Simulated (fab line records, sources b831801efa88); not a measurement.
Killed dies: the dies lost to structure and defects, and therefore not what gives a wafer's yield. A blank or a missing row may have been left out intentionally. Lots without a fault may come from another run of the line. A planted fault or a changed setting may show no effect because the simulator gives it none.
Problem report, 8D (eight disciplines) form, completed by code	flow sky130	the parts of the form that need people (team, actions taken, sign-off) are left out

1. THE PROBLEM
runLengthS at SKY_FIELD_ISO_ETCH_17 reads a mean of 100.4 s on 4 wafers of 3 lots; wafers without a fault read 126.1 s with a standard deviation of 0.35. That is -73 standard deviations from the usual mean.
The step: etches Si in HBr/Cl2/O2, target depth 342 nm, time 97.7 s.
Seen first at day 5 12:32 on rieSi-01, wafer L507.6. Wafers with a number at this step in the record: 40, from 14 lots. Rule for "out" (also "out of limits"): further than 4 standard deviations from the usual mean. The rest of the wafers with a number are treated as sound.

2. WHAT IT IS AND WHAT IT IS NOT
question	is	is not
which readings at this step	runLengthS	drypumpMotorCurrentA, oesProductAu, throttleValvePct
which lots	L507, L508, L511	L492, L494, L495, L496, L497, L498, L499, L502, L512, L514, L515
which wafers of those lots	L507.6, L508.6, L511.1, L511.6	L507.4, L507.5, L508.4
read on which tools	rieSi-01	rieSi-02
when	from day 5 12:32	up to then (26 sound wafers); but 10 sound wafers of L508, L512, L514, L515 came after

3. WHAT RULES OUT EACH SUSPECT
Counting: a tool at a process step up to the reading stays a suspect if it ran every lot that is out. Sound lots after the first of them don't rule it out here, since some wafers of a struck lot are sound.
- rieSi-01 at SKY_FIELD_ISO_ETCH_17 (etches Si in HBr/Cl2/O2, target depth 342 nm, time 97.7 s): kept. Every lot that is out went through it, the first being L507 (day 5 12:32); the last sound lot it ran before that was L502 (day 4 09:02). Out on those wafers are its own readings of runLengthS.
Left after counting: rieSi-01 at SKY_FIELD_ISO_ETCH_17.

4. THE CAUSE (what the simulator had put in)
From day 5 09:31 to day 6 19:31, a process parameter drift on rieSi-01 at SKY_FIELD_ISO_ETCH_17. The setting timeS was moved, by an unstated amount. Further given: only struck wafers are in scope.
This tool alone remained once counting was done.

5. SEQUENCE OF EFFECTS, ordered by route
Each row: a reading whose mean over the struck wafers that have a number lies more than 3 standard deviations from the usual. Scope: only readings with a usual standard deviation given in the record; hours: median across lots of the time from each lot's start at the first step in this table that gives one to its start at this step; sigmas: change in usual standard deviations.
hours	step	reading	usual	on struck wafers	change	sigmas
0	SKY_FIELD_ISO_ETCH_17	runLengthS	126.1 s	100.4	-25.7	-73
Here are the process steps it includes:
- SKY_FIELD_ISO_ETCH_17: etches Si in HBr/Cl2/O2, target depth 342 nm, time 97.7 s.
At these later measuring or inspecting steps, every struck wafer for which the step has a row has a number for every such reading, and none has moved that far: SKY_PWDE_OVL_MEAS_07, SKY_NWELL_OVL_MEAS_10.

6. WHAT WOULD HAVE CAUGHT IT SOONER
The fault began at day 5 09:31; the first out-of-limits reading in this record came at day 5 12:32, 3 hours later.
